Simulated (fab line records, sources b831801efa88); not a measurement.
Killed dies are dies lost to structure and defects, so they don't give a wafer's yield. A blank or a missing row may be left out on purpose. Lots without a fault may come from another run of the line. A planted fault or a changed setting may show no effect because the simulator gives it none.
Split-lot experiment | flow sky130 | 5 lots, 23 wafers read, on a route of 708 steps

THE SPLIT
At SKY_NWELL_COAT_05 (resist thk 3000 nm), the setting resist_thk_nm was moved away from the recipe's 3000 nm on 6 of the 23 wafers read, by +3.5% to +5.4%. The other wafers ran this setting at the recipe's value.

The reading is taken at the split's own step.

THE READING
coat_of_NWELL_COAT_05.thk_nm (the simulator's own value, which no gauge read), in nm, at SKY_NWELL_COAT_05 (resist thk 3000 nm). The file gives no usual value for it. The 17 wafers here that ran the recipe average 2997 nm, standard deviation 4.7 nm.

wafer  | tool, chamber at the split | resist_thk_nm as run, nm | against the recipe | coat_of_NWELL_COAT_05.thk_nm, nm | against lot-mates on the recipe
L077.1 | litho_track-04, 0          | 3161                     | +5.4%              | 3179                             | +177
L077.2 | litho_track-04, 0          | 3161                     | +5.4%              | 3164                             | +162
L077.3 | litho_track-04, 0          | 3000                     | recipe             | 3002                             | -
L077.5 | litho_track-04, 0          | 3000                     | recipe             | 3002                             | -
L077.6 | litho_track-04, 0          | 3161                     | +5.4%              | 3168                             | +166
L079.1 | litho_track-04, 0          | 3000                     | recipe             | 2995                             | -
L079.6 | litho_track-04, 0          | 3000                     | recipe             | 2995                             | -
L079.2 | litho_track-04, 0          | 3000                     | recipe             | 2993                             | -
L079.3 | litho_track-04, 0          | 3000                     | recipe             | 3000                             | -
L079.4 | litho_track-04, 0          | 3000                     | recipe             | 3000                             | -
L080.1 | litho_track-04, 0          | 3000                     | recipe             | 3001                             | -
L080.2 | litho_track-04, 0          | 3000                     | recipe             | 2996                             | -
L080.4 | litho_track-04, 0          | 3106                     | +3.5%              | 3109                             | +110
L080.5 | litho_track-04, 0          | 3106                     | +3.5%              | 3111                             | +112
L080.6 | litho_track-04, 0          | 3106                     | +3.5%              | 3100                             | +102
L084.1 | litho_track-03, 0          | 3000                     | recipe             | 2999                             | -
L084.3 | litho_track-03, 0          | 3000                     | recipe             | 2990                             | -
L084.4 | litho_track-03, 0          | 3000                     | recipe             | 2986                             | -
L084.5 | litho_track-03, 0          | 3000                     | recipe             | 2994                             | -
L084.6 | litho_track-03, 0          | 3000                     | recipe             | 2995                             | -
L085.3 | litho_track-03, 0          | 3000                     | recipe             | 3000                             | -
L085.4 | litho_track-03, 0          | 3000                     | recipe             | 2991                             | -
L085.5 | litho_track-03, 0          | 3000                     | recipe             | 3003                             | -

THE FIT
A straight line over all 23 wafers: coat_of_NWELL_COAT_05.thk_nm changes by +32 nm for each +1% of resist_thk_nm; r = +1.00; the points scatter about the line by 5.4 nm.
The same after taking each lot's own level away (the mean of its wafers on the recipe; 23 wafers): +31.2 nm for each +1%; r = +1.00; scatter 4.5 nm.
On that fit, the largest move of resist_thk_nm shifts the reading by 1.7e+02 nm.
The lots' own levels span 2992.8 to 3002.0 nm, that is 2.0 times the standard deviation above.
So the lot-to-lot level changes the slope little: the two slopes agree.
Check: with one of the wafers moved furthest among these (+5.4%) left out of the fit, the line predicts +164 nm for it against its lot-mates. It came out at +177 nm against them.

OTHER SPLITS ON THESE WAFERS
These wafers also went through other splits before the reading. Each is held against what the fit with the lots' levels taken away leaves over:
other split on the same wafers      | wafers away from the commonest value | r with coat_of_NWELL_COAT_05.thk_nm (lot level and that fit taken away)
SKY_FIELD_ISO_COAT_07 resist_thk_nm | 9                                    | -0.08
SKY_FIELD_ISO_OXIDATION_22 temp_c   | 18                                   | +0.02
SKY_NWELL_OXIDATION_01 temp_c       | 15                                   | +0.10
SKY_DNWELL_EXPOSE_04 dose_mj        | 6                                    | -0.07
SKY_PWDE_COAT_02 spin_rpm           | 11                                   | -0.26

THE WHOLE CHAIN: every reading that the file lists as answering this split, in the file's order
step               | what it does       | reading                                                                       | change (the file's fit)              | r (the file's)
SKY_NWELL_COAT_05  | resist thk 3000 nm | coat_of_NWELL_COAT_05.thk_nm (the simulator's own value, which no gauge read) | +31.2 nm for each +1% of the setting | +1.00
SKY_NWELL_STRIP_14 | strips in O2/N2    | strip_time_to_endpoint_s                                                      | withheld for each +1% of the setting | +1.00

THE FILE'S OWN FIT
coat_of_NWELL_COAT_05.thk_nm changes by +31.2 nm for each +1% of resist_thk_nm, r = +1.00.
